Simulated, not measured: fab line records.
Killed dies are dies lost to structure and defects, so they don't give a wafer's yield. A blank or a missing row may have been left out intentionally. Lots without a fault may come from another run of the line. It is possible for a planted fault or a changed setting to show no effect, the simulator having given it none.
Chamber matching :: flow gf180mcu :: GF_V5_CMP_04 on cmp-01: 4 sister chambers
The step polishes SiO2. 4 wafers are shown with their chamber, then 7 later ones without.

## WAFERS WITH THEIR CHAMBER
wafer: L974.5
chamber: 2
motorCurrentA (A): 10.7

wafer: L976.5
chamber: 1
motorCurrentA (A): 12.5

wafer: L977.1
chamber: 0
motorCurrentA (A): 11.3

wafer: L977.2
chamber: 3
motorCurrentA (A): 13.7

## WAFERS WITHOUT THEIR CHAMBER
wafer: L977.6
motorCurrentA (A): 10.2

wafer: L982.1
motorCurrentA (A): 12.6

wafer: L982.2
motorCurrentA (A): 10.7

wafer: L982.5
motorCurrentA (A): 12.4

wafer: L984.1
motorCurrentA (A): 13.8

wafer: L984.3
motorCurrentA (A): 12.7

wafer: L984.4
motorCurrentA (A): 10.4

## THE CHAMBER EACH PASSED THROUGH
wafer: L977.6
from the rows above: 2
in truth: 2

wafer: L982.1
from the rows above: 1
in truth: 1

wafer: L982.2
from the rows above: 2
in truth: 2

wafer: L982.5
from the rows above: 1
in truth: 1

wafer: L984.1
from the rows above: 3
in truth: 3

wafer: L984.3
from the rows above: 1
in truth: 1

wafer: L984.4
from the rows above: 2
in truth: 2
7 of 7 placed correctly. From these rows, 0 cannot be placed. 0 placed wrongly.
How it was worked out, from the rows above alone: a wafer's distance from a chamber is the root of the sum, over the readings, of the square of ((its reading less the chamber's mean) divided by the reading's scatter). The wafer belongs to the nearest chamber; if the next one is less than 2 further off, it can't be placed. A chamber's mean is the mean of its shown wafers. The scatter: root of mean squared gap, hidden wafer to nearest shown wafer, with one shown wafer a chamber.
